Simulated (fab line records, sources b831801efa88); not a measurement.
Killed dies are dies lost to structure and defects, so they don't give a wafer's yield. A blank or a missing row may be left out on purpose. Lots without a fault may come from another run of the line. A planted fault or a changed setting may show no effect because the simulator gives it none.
Chamber matching | flow gf180mcu | GF_V5_CMP_04 on cmp-02: 4 sister chambers
The step polishes SiO2. 4 wafers are shown with their chamber, then 12 later ones without.

WAFERS WITH THEIR CHAMBER
wafer  | chamber | motor_current_A (A)
L086.1 | 1       | 11.5
L086.6 | 0       | 14.2
L087.3 | 3       | 12.7
L087.5 | 2       | 11.2

WAFERS WITHOUT THEIR CHAMBER
wafer  | motor_current_A (A)
L090.1 | 10.8
L090.2 | 12.8
L090.3 | 11.7
L092.1 | 14.3
L092.2 | 11.6
L092.5 | 11.4
L093.4 | 11.6
L093.5 | 13.8
L093.6 | 11.7
L097.1 | 14.0
L097.3 | 13.3
L097.5 | 13.7

WHICH CHAMBER EACH WENT THROUGH
wafer  | from the rows above     | in truth
L090.1 | can't be placed: 2 or 1 | 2
L090.2 | 3                       | 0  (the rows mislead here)
L090.3 | can't be placed: 1 or 2 | 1
L092.1 | 0                       | 0
L092.2 | can't be placed: 1 or 2 | 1
L092.5 | can't be placed: 1 or 2 | 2
L093.4 | can't be placed: 1 or 2 | 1
L093.5 | 0                       | 0
L093.6 | can't be placed: 1 or 2 | 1
L097.1 | 0                       | 0
L097.3 | can't be placed: 3 or 0 | 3
L097.5 | can't be placed: 0 or 3 | 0
Placed correctly: 3 of 12. Can't be placed from these rows: 8 (the true chamber is among the candidates in 8). Placed wrongly: 1.
How it was worked out, from the rows above alone: a wafer's distance from a chamber is the root of the sum, over the readings, of the square of ((its reading less the chamber's mean) divided by the reading's scatter). The wafer belongs to the nearest chamber; if the next one is less than 2 further off, it can't be placed. A chamber's mean is the mean of its shown wafers. The scatter: with one shown wafer a chamber, the root of the mean of the squares of how far each hidden wafer lies from its nearest shown one.
